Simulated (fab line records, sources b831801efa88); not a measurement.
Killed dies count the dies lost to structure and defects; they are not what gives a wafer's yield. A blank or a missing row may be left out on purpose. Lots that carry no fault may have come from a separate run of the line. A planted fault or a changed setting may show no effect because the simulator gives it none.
fab line records	flow sky130	part 1 of 2: steps 1 to 26 of 35
record lots=5	wafers=15	last-day=49
route steps=708 shown LOCAL_INTERCONNECT@394 CONTACT@406
lots with no fault: from the same line, run without faults
start-h: hours from the record's opening day to when the first of the lot's shown wafers began	wait-h: hours from the lot's prior step to this one	" the same as in the row above	L1.1+2: several wafers, shown together as one row	- no value present, or no start provided	* or withheld: withheld	< > ~ a bound
route shown NAME@n: a module of which the file shows steps, and the number in the route of the first	usual: average and standard deviation across the fault-free wafers	same: alike in all rows	chamber/n: place in a boat	sites: each site's reading	_std_site: how widely they spread, as a standard deviation	_edge_site: the outer-site mean with the inner-site mean subtracted	radius-mm: how far each site lies from the wafer's centre	mask NAME#n: copy n	behind: the last tool/chamber to shape the wafer	hold: what put the lot on hold/how long, in hours/how the hold closed	device: the transistor (n, p or np) that didn't switch	end of line: the same wafers' tests at the end of the route	where a step has no rows: the recipe by itself	killed: not the wafer's yield, but the dies lost to structure and defects at the first sort	map: per-die view of a wafer (x killed, . not killed, _ where there is no die)
set.NAME: the run value of the setting; set.NAME@STEP: its run value at that earlier step	model.NAME: the simulator's own value behind a step, which no gauge read
a table for each step, a row for each wafer; lots at some steps of the route
services: the hour from which a tool's chamber was out of use, counted from the record's first day as start-h (under 0 if before that day), plus the number of hours and why
## steps
# step SKY_LOCAL_INTERCONNECT_SOFTBAKE_07
# recipe temp-c=100	time-s=90	resist=KrF-thick
# usual chill-plate-temp-C=23.00/0.096
lot.wafer	tool	chamber	start-h	wait-h	chill-plate-temp-C
L074.1	litho-track-02	0	-	-	23.03
L074.2	"	0	"	"	23.05
L074.6	"	0	"	"	23.08
L088.2	litho-track-03	0	-	-	22.85
L088.3	"	0	"	"	22.98
L088.4	"	0	"	"	22.85
L089.1	litho-track-02	0	-	-	22.97
L089.2	"	0	"	"	22.94
L089.5	"	0	"	"	22.96
L090.2	litho-track-01	0	-	-	23.14
L090.3	"	0	"	"	23.20
L090.4	"	0	"	"	22.99
L091.1	litho-track-03	0	-	-	23.11
L091.2	"	0	"	"	22.97
L091.4	"	0	"	"	23.22
# step SKY_LOCAL_INTERCONNECT_EXPOSE_08
# recipe mask-id=LI1M	na=0.8	source-shape=annular	sigma-inner=0.55	sigma-outer=0.85	target-cd-nm=170	dose-mj=28
lot.wafer	tool	chamber	start-h	wait-h	mask
L074.1+2+6	krf-scanner-01	0	-	-	LI1M#0
L088.2+3+4	krf-scanner-02	0	-	-	LI1M#0
L089.1+2+5	krf-scanner-01	0	-	-	LI1M#0
L090.2+3+4	krf-scanner-01	0	-	-	LI1M#0
L091.1+2+4	krf-scanner-02	0	-	-	LI1M#0
# step SKY_LOCAL_INTERCONNECT_PEB_09
# recipe peb-temp-c=withheld	peb-time-s=withheld	resist=KrF-thick
# usual chill-plate-temp-C=*
lot.wafer	tool	chamber	start-h	wait-h	chill-plate-temp-C
L074.1	litho-track-03	0	-	-	*
L074.2	"	0	"	"	*
L074.6	"	0	"	"	*
L088.2	litho-track-02	0	-	-	*
L088.3	"	0	"	"	*
L088.4	"	0	"	"	*
L089.1	litho-track-03	0	-	-	*
L089.2	"	0	"	"	*
L089.5	"	0	"	"	*
L090.2	litho-track-01	0	-	-	*
L090.3	"	0	"	"	*
L090.4	"	0	"	"	*
L091.1	litho-track-01	0	-	-	*
L091.2	"	0	"	"	*
L091.4	"	0	"	"	*
# step SKY_LOCAL_INTERCONNECT_DEVELOP_10
# recipe develop-time-s=60	resist=KrF-thick	dev-temp-c=21
# usual chill-plate-temp-C=23.01/0.099	developer-temp-C=20.99/0.11
lot.wafer	tool	chamber	start-h	wait-h	chill-plate-temp-C	developer-temp-C
L074.1	litho-track-03	0	-	-	22.98	20.84
L074.2	"	0	"	"	23.16	20.96
L074.6	"	0	"	"	23.03	20.96
L088.2	litho-track-02	0	-	-	22.87	20.98
L088.3	"	0	"	"	22.97	20.82
L088.4	"	0	"	"	22.83	20.98
L089.1	litho-track-03	0	-	-	23.10	21.16
L089.2	"	0	"	"	23.08	20.98
L089.5	"	0	"	"	23.07	21.03
L090.2	litho-track-01	0	-	-	22.95	20.80
L090.3	"	0	"	"	23.02	20.73
L090.4	"	0	"	"	23.02	21.07
L091.1	litho-track-01	0	-	-	23.08	20.90
L091.2	"	0	"	"	22.98	20.77
L091.4	"	0	"	"	23.04	20.93
# step SKY_LOCAL_INTERCONNECT_CD_MEAS_11
# recipe target-cd-nm=170
# usual cd-nm=169.6/1.6
lot.wafer	tool	chamber	start-h	wait-h	cd-nm
L074.1	cd-sem-01	-	709.16	-	172.7
L074.2	"	-	"	"	171.6
L074.6	"	-	"	"	172.6
L088.2	cd-sem-02	-	824.14	-	169.7
L088.3	"	-	"	"	171.6
L088.4	"	-	"	"	171.6
L089.1	cd-sem-01	-	824.26	-	170.5
L089.2	"	-	"	"	170.9
L089.5	"	-	"	"	169.6
L090.2	cd-sem-02	-	824.93	-	167.9
L090.3	"	-	"	"	167.8
L090.4	"	-	"	"	168.7
L091.1	cd-sem-01	-	832.81	-	169.7
L091.2	"	-	"	"	168.2
L091.4	"	-	"	"	171.3
# step SKY_LOCAL_INTERCONNECT_OVL_MEAS_12
# usual LOCAL_INTERCONNECT_OVL=1/6.7
lot.wafer	tool	chamber	start-h	wait-h	LOCAL_INTERCONNECT_OVL[nm]
L074.1	overlay-02	-	709.28	0.1	14
L074.2	"	-	"	"	9
L074.6	"	-	"	"	7
L088.2	overlay-02	-	824.24	0.1	-1
L088.3	"	-	"	"	3
L088.4	"	-	"	"	-4
L089.1	overlay-01	-	824.38	0.1	-4
L089.2	"	-	"	"	-5
L089.5	"	-	"	"	-2
L090.2	overlay-02	-	825.04	0.1	8
L090.3	"	-	"	"	-1
L090.4	"	-	"	"	3
L091.1	overlay-01	-	832.93	0.1	10
L091.2	"	-	"	"	0
L091.4	"	-	"	"	4
# step SKY_LOCAL_INTERCONNECT_ETCH_13
# recipe chemistry=N2/H2	target=BARC	ion-energy-ev=200	bias-w=100	pressure-mtorr=30	n2-flow-sccm=100	h2-flow-sccm=200	icp-w=500	stop-on=SiO2	time-s=45.9	target-depth-a=600
# usual drypump-motor-current-A=6.0/0.31	he-backside-leak-sccm=3.35/0.26	n2-flow-sccm=99.96/0.27	oes-product-au=0.854/0.0049	throttle-valve-pct=13.226/0.0086
lot.wafer	tool	chamber	start-h	wait-h	drypump-motor-current-A	he-backside-leak-sccm	n2-flow-sccm	oes-product-au	rf-hours-counter-h	throttle-valve-pct
L074.1	rie-metal-01	0	709.31	0.0	5.4	3.48	100.00	0.842	8	13.216
L074.2	"	1	"	"	6.0	2.93	100.16	0.854	12	13.216
L074.6	"	1	"	"	6.0	3.27	99.75	0.857	-	13.226
L088.2	rie-metal-02	1	824.27	0.0	6.5	3.60	99.99	0.850	7	13.229
L088.3	"	0	"	"	6.0	3.42	99.89	0.849	-	13.241
L088.4	"	1	"	"	6.5	3.81	99.89	0.852	-	13.234
L089.1	rie-metal-04	1	824.42	0.0	5.9	3.76	100.04	0.848	14	13.238
L089.2	"	0	"	"	5.8	3.51	100.13	0.859	14	13.215
L089.5	"	0	"	"	5.8	3.25	99.87	0.850	-	13.229
L090.2	rie-metal-01	1	825.07	0.0	6.0	3.23	100.42	0.861	0	13.249
L090.3	"	0	"	"	5.4	3.48	99.78	0.857	-	13.225
L090.4	"	1	"	"	6.0	3.12	100.48	0.855	-	13.226
L091.1	rie-metal-04	0	832.97	0.0	5.8	3.18	99.84	0.851	15	13.214
L091.2	"	1	"	"	5.9	3.58	99.82	0.844	15	13.230
L091.4	"	1	"	"	5.9	3.74	99.93	0.846	-	13.233
# step SKY_LOCAL_INTERCONNECT_METAL_ETCH_14
# recipe target-depth-nm=110	stop-on=PSG	chemistry=Cl2/BCl3	target=TiN	resist-sidewall-deg=88	pressure-mtorr=10	icp-w=900	bias-w=48.5	Cl2_flow_sccm=60	bcl3-flow-sccm=30	time-s=31.4
# usual drypump-motor-current-A=6.0/0.31	he-backside-leak-sccm=3.4/0.39	oes-product-au=0.944/0.007	throttle-valve-pct=21.899/0.0094
lot.wafer	tool	chamber	start-h	wait-h	drypump-motor-current-A	he-backside-leak-sccm	oes-product-au	rf-hours-counter-h	throttle-valve-pct
L074.1	rie-metal-01	0	709.38	0.0	5.4	3.5	0.939	8	21.898
L074.2	"	1	"	"	6.0	3.0	0.936	12	21.899
L074.6	"	1	"	"	6.0	3.2	0.936	-	21.910
L088.2	rie-metal-02	1	824.34	0.0	6.5	3.3	0.938	7	21.906
L088.3	"	0	"	"	6.0	3.3	0.941	-	21.916
L088.4	"	1	"	"	6.5	3.5	0.942	-	21.910
L089.1	rie-metal-04	1	824.48	0.0	5.9	3.7	0.954	14	21.885
L089.2	"	0	"	"	5.9	3.1	0.938	14	21.887
L089.5	"	0	"	"	5.9	3.3	0.946	-	21.901
L090.2	rie-metal-01	1	825.13	0.0	6.0	3.2	0.933	0	21.899
L090.3	"	0	"	"	5.4	3.4	0.925	-	21.897
L090.4	"	1	"	"	6.0	3.1	0.943	-	21.902
L091.1	rie-metal-04	0	833.03	0.0	5.8	3.2	0.949	15	21.888
L091.2	"	1	"	"	5.9	3.3	0.945	15	21.892
L091.4	"	1	"	"	5.9	3.1	0.946	-	21.903
# step SKY_LOCAL_INTERCONNECT_STRIP_15
# recipe chemistry=O2/N2	power-w=1400	pressure-mtorr=1500	platen-temp-c=withheld	o2-flow-sccm=3000	n2-flow-sccm=300	overash-fraction=0.5
# usual drypump-motor-current-A=5.8/0.35	n2-flow-sccm=300.1/0.96	oes-product-au=0.426/0.0046	strip-time-to-endpoint-s=4.721/0.017
lot.wafer	tool	chamber	start-h	wait-h	drypump-motor-current-A	n2-flow-sccm	oes-product-au	rf-hours-counter-h	strip-time-to-endpoint-s
L074.1	plasma-asher-03	0	709.43	0.0	5.9	299.5	0.426	91	4.710
L074.2	"	1	"	"	5.6	299.4	0.422	91	4.688
L074.6	"	0	"	"	5.9	300.8	0.428	-	4.716
L088.2	plasma-asher-04	0	824.39	0.0	5.9	301.3	0.424	7	4.705
L088.3	"	1	"	"	5.2	299.2	0.424	-	4.680
L088.4	"	0	"	"	6.0	301.3	0.418	-	4.686
L089.1	plasma-asher-03	1	824.53	0.0	5.6	300.7	0.426	104	4.718
L089.2	"	0	"	"	5.9	300.9	0.427	104	4.704
L089.5	"	0	"	"	5.9	300.2	0.428	-	4.699
L090.2	plasma-asher-03	0	825.18	0.0	6.0	300.0	0.428	104	4.725
L090.3	"	1	"	"	5.6	299.4	0.429	-	4.749
L090.4	"	0	"	"	5.9	300.3	0.427	-	4.753
L091.1	plasma-asher-02	0	833.08	0.0	6.5	301.3	0.427	74	4.706
L091.2	"	1	"	"	5.8	299.5	0.434	74	4.727
L091.4	"	0	"	"	6.5	300.6	0.422	-	4.716
# step SKY_LOCAL_INTERCONNECT_STRIP_16
# recipe chemistry=post-etch-residue-remover	time-s=1200	temp-c=72.5
lot.wafer	tool	chamber	start-h	wait-h
L074.1+2+6	wet-bench-03	3	709.53	0.1
L088.2+3+4	wet-bench-04	1	824.49	0.1
L089.1+2+5	wet-bench-03	1	824.63	0.1
L090.2+3+4	wet-bench-03	1	825.28	0.1
L091.1+2+4	wet-bench-03	1	833.18	0.1
# step SKY_LOCAL_INTERCONNECT_CLEAN_17
# recipe chemistry=IPA	time-s=180	temp-c=25
lot.wafer	tool	chamber	start-h	wait-h
L074.1+2+6	wet-bench-01	2	709.87	0.0
L088.2+3+4	wet-bench-01	3	824.83	0.0
L089.1+2+5	wet-bench-01	1	825.00	0.0
L090.2+3+4	wet-bench-01	3	825.65	0.0
L091.1+2+4	wet-bench-04	1	833.59	0.0
# step SKY_LOCAL_INTERCONNECT_CLEAN_18
# recipe chemistry=O3/DIW	dry=n2-spin
lot.wafer	tool	chamber	start-h	wait-h
L074.1+2+6	wet-bench-04	2	709.93	0.0
L088.2+3+4	wet-bench-04	2	824.89	0.0
L089.1+2+5	wet-bench-04	3	825.06	0.0
L090.2+3+4	wet-bench-04	3	825.71	0.0
L091.1+2+4	wet-bench-03	2	833.65	0.0
# step SKY_CONTACT_CVD_00
# recipe material=Si3N4	target-thk-nm=75	temp-c=400	time-s=withheld	rf-w=450
# usual heater-power-w=713/110
lot.wafer	tool	chamber	start-h	wait-h	heater-power-w
L074.1	pecvd-04	0	710.03	0.0	714
L074.2	"	2	"	"	641
L074.6	"	0	"	"	722
L088.2	pecvd-02	2	824.98	0.0	517
L088.3	"	2	"	"	506
L088.4	"	0	"	"	591
L089.1	pecvd-04	1	825.15	0.0	627
L089.2	"	2	"	"	669
L089.5	"	2	"	"	674
L090.2	pecvd-01	0	825.80	0.0	819
L090.3	"	2	"	"	806
L090.4	"	2	"	"	811
L091.1	pecvd-04	0	833.76	0.0	709
L091.2	"	1	"	"	621
L091.4	"	1	"	"	610
# step SKY_CONTACT_THK_MEAS_01
# recipe reads=Si3N4_of_CONTACT_CVD_00
# usual CONTACT_CVD_00_THK=75.1/0.97
lot.wafer	tool	chamber	start-h	wait-h	CONTACT_CVD_00_THK[nm]
L074.1	film-metro-03	-	710.07	-	76.2
L074.2	"	-	"	"	74.9
L074.6	"	-	"	"	77.6
L088.2	film-metro-04	-	825.04	-	74.5
L088.3	"	-	"	"	75.9
L088.4	"	-	"	"	74.3
L089.1	film-metro-02	-	825.19	-	75.8
L089.2	"	-	"	"	74.9
L089.5	"	-	"	"	76.6
L090.2	film-metro-04	-	825.85	-	74.4
L090.3	"	-	"	"	75.2
L090.4	"	-	"	"	75.7
L091.1	film-metro-02	-	833.79	-	75.5
L091.2	"	-	"	"	75.3
L091.4	"	-	"	"	76.9
# step SKY_CONTACT_HDPCVD_02
# recipe material=SiO2	target-thk-nm=565	sigma-open-frac=0.3	time-s=94.2	temp-c=600	sih4-flow-sccm=60	pressure-mtorr=6
lot.wafer	tool	chamber	start-h	wait-h
L074.1+2+6	hdpcvd-02	1,0,1	710.13	0.1
L088.2+3+4	hdpcvd-02	2,1,1	825.09	0.0
L089.1+2+5	hdpcvd-01	2,1,1	825.25	0.1
L090.2+3+4	hdpcvd-02	2,1,2	825.90	0.0
L091.1+2+4	hdpcvd-01	1,2,1	833.85	0.1
# step SKY_CONTACT_THK_MEAS_03
# recipe reads=SiO2_of_CONTACT_HDPCVD_02
# usual CONTACT_HDPCVD_THK=567/7.7
lot.wafer	tool	chamber	start-h	wait-h	CONTACT_HDPCVD_THK[nm]
L074.1	film-metro-04	-	710.20	0.0	561
L074.2	"	-	"	"	566
L074.6	"	-	"	"	566
L088.2	film-metro-03	-	825.17	0.0	562
L088.3	"	-	"	"	568
L088.4	"	-	"	"	567
L089.1	film-metro-04	-	825.31	0.0	583
L089.2	"	-	"	"	575
L089.5	"	-	"	"	571
L090.2	film-metro-02	-	825.98	0.0	556
L090.3	"	-	"	"	575
L090.4	"	-	"	"	559
L091.1	film-metro-03	-	833.92	0.0	566
L091.2	"	-	"	"	585
L091.4	"	-	"	"	566
# step SKY_CONTACT_CMP_04
# recipe material=SiO2	down-force-psi=4	platen-rpm=60	pad-velocity-m-s=0.94248
# usual motor-current-A=12.3/1.3	time-to-endpoint-s=84/4.5
lot.wafer	tool	chamber	start-h	wait-h	motor-current-A	time-to-endpoint-s
L074.2	cmp-01	0	710.26	0.0	13.1	86
L074.1	"	2	"	"	10.1	80
L074.6	"	1	"	"	13.3	77
L088.3	cmp-02	3	825.22	0.0	11.3	83
L088.4	"	0	"	"	12.6	86
L088.2	"	2	"	"	12.3	84
L089.1	cmp-01	2	825.42	0.1	10.1	89
L089.2	"	0	"	"	12.5	87
L089.5	"	2	"	"	10.0	89
L090.3	cmp-02	0	826.03	0.0	12.9	89
L090.4	"	1	"	"	14.3	78
L090.2	"	2	"	"	12.6	83
L091.2	cmp-01	3	833.98	0.0	12.5	91
L091.4	"	1	"	"	13.5	80
L091.1	"	2	"	"	10.2	85
# step SKY_CONTACT_BOW_MEAS_05
# recipe mode=bow
# usual CONTACT_BOW=80/6.7
lot.wafer	tool	chamber	start-h	wait-h	CONTACT_BOW[um]
L074.1	film-metro-02	-	710.56	0.1	86
L074.2	"	-	"	"	78
L074.6	"	-	"	"	85
L088.2	film-metro-03	-	825.54	0.1	61
L088.3	"	-	"	"	71
L088.4	"	-	"	"	81
L089.1	film-metro-02	-	825.67	0.2	76
L089.2	"	-	"	"	78
L089.5	"	-	"	"	73
L090.2	film-metro-04	-	826.35	0.2	86
L090.3	"	-	"	"	81
L090.4	"	-	"	"	81
L091.1	film-metro-02	-	834.28	0.1	72
L091.2	"	-	"	"	76
L091.4	"	-	"	"	83
# step SKY_CONTACT_DEHYDRATE_06
# recipe temp-c=200	time-s=60
# usual chill-plate-temp-C=23.02/0.11
lot.wafer	tool	chamber	start-h	wait-h	chill-plate-temp-C
L074.1	litho-track-03	0	723.01	12.4	23.06
L074.2	"	0	"	"	23.06
L074.6	"	0	"	"	22.99
L088.2	litho-track-03	0	838.13	12.6	22.93
L088.3	"	0	"	"	23.10
L088.4	"	0	"	"	22.94
L089.1	litho-track-02	0	838.37	12.7	23.18
L089.2	"	0	"	"	22.92
L089.5	"	0	"	"	22.99
L090.2	litho-track-04	0	838.98	12.6	22.84
L090.3	"	0	"	"	23.04
L090.4	"	0	"	"	22.94
L091.1	litho-track-02	0	847.07	12.8	23.09
L091.2	"	0	"	"	23.06
L091.4	"	0	"	"	23.01
# step SKY_CONTACT_HMDS_07
# recipe prime-time-s=60	prime-temp-c=120
# usual chill-plate-temp-C=22.98/0.1
lot.wafer	tool	chamber	start-h	wait-h	chill-plate-temp-C
L074.1	litho-track-03	0	723.16	0.1	23.00
L074.2	"	0	"	"	23.13
L074.6	"	0	"	"	23.09
L088.2	litho-track-03	0	838.28	0.1	23.06
L088.3	"	0	"	"	23.06
L088.4	"	0	"	"	23.04
L089.1	litho-track-02	0	838.52	0.1	22.88
L089.2	"	0	"	"	23.10
L089.5	"	0	"	"	23.01
L090.2	litho-track-04	0	839.13	0.1	22.90
L090.3	"	0	"	"	22.93
L090.4	"	0	"	"	22.94
L091.1	litho-track-02	0	847.22	0.1	22.81
L091.2	"	0	"	"	22.86
L091.4	"	0	"	"	22.85
# step SKY_CONTACT_COAT_08
# recipe resist=BARC	temp-c=withheld	time-s=withheld	spin-rpm=3000	resist-thk-nm=60
# usual chill-plate-temp-C=*
lot.wafer	tool	chamber	start-h	wait-h	chill-plate-temp-C
L074.1	litho-track-03	0	723.31	0.1	*
L074.2	"	0	"	"	*
L074.6	"	0	"	"	*
L088.2	litho-track-03	0	838.43	0.1	*
L088.3	"	0	"	"	*
L088.4	"	0	"	"	*
L089.1	litho-track-02	0	838.67	0.1	*
L089.2	"	0	"	"	*
L089.5	"	0	"	"	*
L090.2	litho-track-04	0	839.28	0.1	*
L090.3	"	0	"	"	*
L090.4	"	0	"	"	*
L091.1	litho-track-02	0	847.37	0.1	*
L091.2	"	0	"	"	*
L091.4	"	0	"	"	*
# step SKY_CONTACT_COAT_09
# recipe resist=KrF-thick	spin-rpm=3000	resist-thk-nm=450
# usual chill-plate-temp-C=22.98/0.11
lot.wafer	tool	chamber	start-h	wait-h	chill-plate-temp-C
L074.1	litho-track-03	0	-	-	22.86
L074.2	"	0	"	"	22.92
L074.6	"	0	"	"	22.95
L088.2	litho-track-03	0	-	-	22.76
L088.3	"	0	"	"	22.86
L088.4	"	0	"	"	22.97
L089.1	litho-track-02	0	-	-	22.92
L089.2	"	0	"	"	22.90
L089.5	"	0	"	"	22.86
L090.2	litho-track-04	0	-	-	22.86
L090.3	"	0	"	"	22.79
L090.4	"	0	"	"	22.80
L091.1	litho-track-02	0	-	-	23.07
L091.2	"	0	"	"	22.97
L091.4	"	0	"	"	23.14
# step SKY_CONTACT_SOFTBAKE_10
# recipe temp-c=100	time-s=90	resist=KrF-thick
# usual chill-plate-temp-C=23.00/0.1
lot.wafer	tool	chamber	start-h	wait-h	chill-plate-temp-C
L074.1	litho-track-03	0	-	-	22.89
L074.2	"	0	"	"	22.86
L074.6	"	0	"	"	23.03
L088.2	litho-track-03	0	-	-	22.99
L088.3	"	0	"	"	22.88
L088.4	"	0	"	"	22.92
L089.1	litho-track-02	0	-	-	22.83
L089.2	"	0	"	"	22.79
L089.5	"	0	"	"	22.94
L090.2	litho-track-04	0	-	-	23.09
L090.3	"	0	"	"	22.91
L090.4	"	0	"	"	23.03
L091.1	litho-track-02	0	-	-	22.74
L091.2	"	0	"	"	23.05
L091.4	"	0	"	"	23.01
# step SKY_CONTACT_EXPOSE_11
# recipe mask-id=CTM1	na=0.8	source-shape=annular	sigma-inner=0.55	sigma-outer=0.85	target-cd-nm=170	dose-mj=38
lot.wafer	tool	chamber	start-h	wait-h	mask
L074.1+2+6	krf-scanner-02	0	-	-	CTM1#0
L088.2+3+4	krf-scanner-01	0	-	-	CTM1#0
L089.1+2+5	krf-scanner-02	0	-	-	CTM1#0
L090.2+3+4	krf-scanner-01	0	-	-	CTM1#0
L091.1+2+4	krf-scanner-02	0	-	-	CTM1#0
# step SKY_CONTACT_PEB_12
# recipe peb-temp-c=withheld	peb-time-s=withheld	resist=KrF-thick
# usual chill-plate-temp-C=*
lot.wafer	tool	chamber	start-h	wait-h	chill-plate-temp-C
L074.1	litho-track-03	0	-	-	*
L074.2	"	0	"	"	*
L074.6	"	0	"	"	*
L088.2	litho-track-04	0	-	-	*
L088.3	"	0	"	"	*
L088.4	"	0	"	"	*
L089.1	litho-track-02	0	-	-	*
L089.2	"	0	"	"	*
L089.5	"	0	"	"	*
L090.2	litho-track-03	0	-	-	*
L090.3	"	0	"	"	*
L090.4	"	0	"	"	*
L091.1	litho-track-02	0	-	-	*
L091.2	"	0	"	"	*
L091.4	"	0	"	"	*
# step SKY_CONTACT_DEVELOP_13
# recipe develop-time-s=60	resist=KrF-thick	dev-temp-c=21
# usual chill-plate-temp-C=22.97/0.12	developer-temp-C=21.00/0.11
lot.wafer	tool	chamber	start-h	wait-h	chill-plate-temp-C	developer-temp-C
L074.1	litho-track-03	0	-	-	22.74	20.92
L074.2	"	0	"	"	22.76	20.94
L074.6	"	0	"	"	22.77	21.01
L088.2	litho-track-04	0	-	-	23.07	21.05
L088.3	"	0	"	"	22.95	21.14
L088.4	"	0	"	"	23.14	21.17
L089.1	litho-track-02	0	-	-	22.84	21.01
L089.2	"	0	"	"	22.97	21.00
L089.5	"	0	"	"	22.93	21.13
L090.2	litho-track-03	0	-	-	23.12	21.13
L090.3	"	0	"	"	22.95	21.15
L090.4	"	0	"	"	22.88	21.14
L091.1	litho-track-02	0	-	-	22.74	21.00
L091.2	"	0	"	"	22.83	20.92
L091.4	"	0	"	"	22.68	21.09
